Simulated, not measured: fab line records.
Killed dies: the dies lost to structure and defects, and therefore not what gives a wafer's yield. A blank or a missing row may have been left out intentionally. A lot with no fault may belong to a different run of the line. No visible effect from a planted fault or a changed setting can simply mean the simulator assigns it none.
Chamber matching | flow gf180mcu | GF_V3_CMP_26 on cmp-02 has 4 sister chambers
The step polishes, stops on SiO2, t overpolish 15 s, target thk 0 nm. 16 wafers are shown with their chamber, then 8 later ones without.

== WAFERS PAIRED WITH THEIR CHAMBERS ==
wafer  | chamber | motorCurrentA (A) | timeToEndpointS (s) | overpolishRunS (s)
L375.2 | 3       | 11.4              | 85                  | 14.982
L375.4 | 0       | 12.8              | 88                  | 14.995
L375.6 | 1       | 9.5               | 89                  | 14.993
L376.2 | 3       | 11.9              | 82                  | 14.969
L376.5 | 3       | 12.2              | 81                  | 15.017
L376.6 | 0       | 13.0              | 78                  | 15.015
L378.3 | 3       | 11.6              | 85                  | 15.000
L378.5 | 0       | 12.6              | 80                  | 14.990
L378.6 | 3       | 11.2              | 81                  | 14.986
L380.2 | 1       | 9.1               | 87                  | 15.016
L380.3 | 2       | 10.2              | 88                  | 15.009
L380.6 | 3       | 11.6              | 90                  | 15.012
L381.3 | 2       | 9.9               | 91                  | 14.998
L381.5 | 2       | 10.3              | 90                  | 15.000
L381.6 | 3       | 11.3              | 91                  | 14.987
L385.3 | 3       | 12.0              | 88                  | 15.004

SIGNATURES (means of the wafers above)
reading         | chamber 0 | chamber 1 | chamber 2 | chamber 3 | scatter within a chamber
motorCurrentA   | 12.800    | 9.300     | 10.133    | 11.650    | 0.306
timeToEndpointS | 82.00     | 88.00     | 89.67     | 85.38     | 3.79
overpolishRunS  | 15.00000  | 15.00450  | 15.00233  | 14.99462  | 0.0146
Rule: for each reading, subtract the chamber's mean from the wafer's reading, divide by that reading's scatter and square the result; add these up over the readings and take the root, which gives the wafer's distance from the chamber. If the next closest chamber is less than 2 further off than the closest, the wafer can't be placed; otherwise it belongs to the closest. The scatter is the square root of a quotient: the sum, over the shown wafers, of each reading's squared deviation from its chamber's mean, divided by wafers minus chambers.

== WAFERS WITH NO CHAMBER GIVEN ==
wafer  | motorCurrentA (A) | timeToEndpointS (s) | overpolishRunS (s)
L385.4 | 12.7              | 82                  | 14.990
L385.6 | 11.5              | 89                  | 15.003
L387.3 | 11.7              | 85                  | 15.004
L387.5 | 10.3              | 88                  | 15.001
L387.6 | 9.4               | 86                  | 14.986
L388.4 | 12.7              | 80                  | 14.995
L388.5 | 12.4              | 82                  | 15.004
L388.6 | 9.0               | 91                  | 15.001

== THE CHAMBER EACH PASSED THROUGH ==
wafer  | from the rows above     | in truth
L385.4 | 0                       | 0
L385.6 | 3                       | 3
L387.3 | 3                       | 3
L387.5 | 2                       | 2
L387.6 | can't be placed: 1 or 2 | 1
L388.4 | 0                       | 0
L388.5 | can't be placed: 0 or 3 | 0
L388.6 | 1                       | 1
Correct placement for 6 of the 8. Unplaceable from these rows: 2, with the true chamber sitting among the candidates in 2. Placed wrongly: 0.
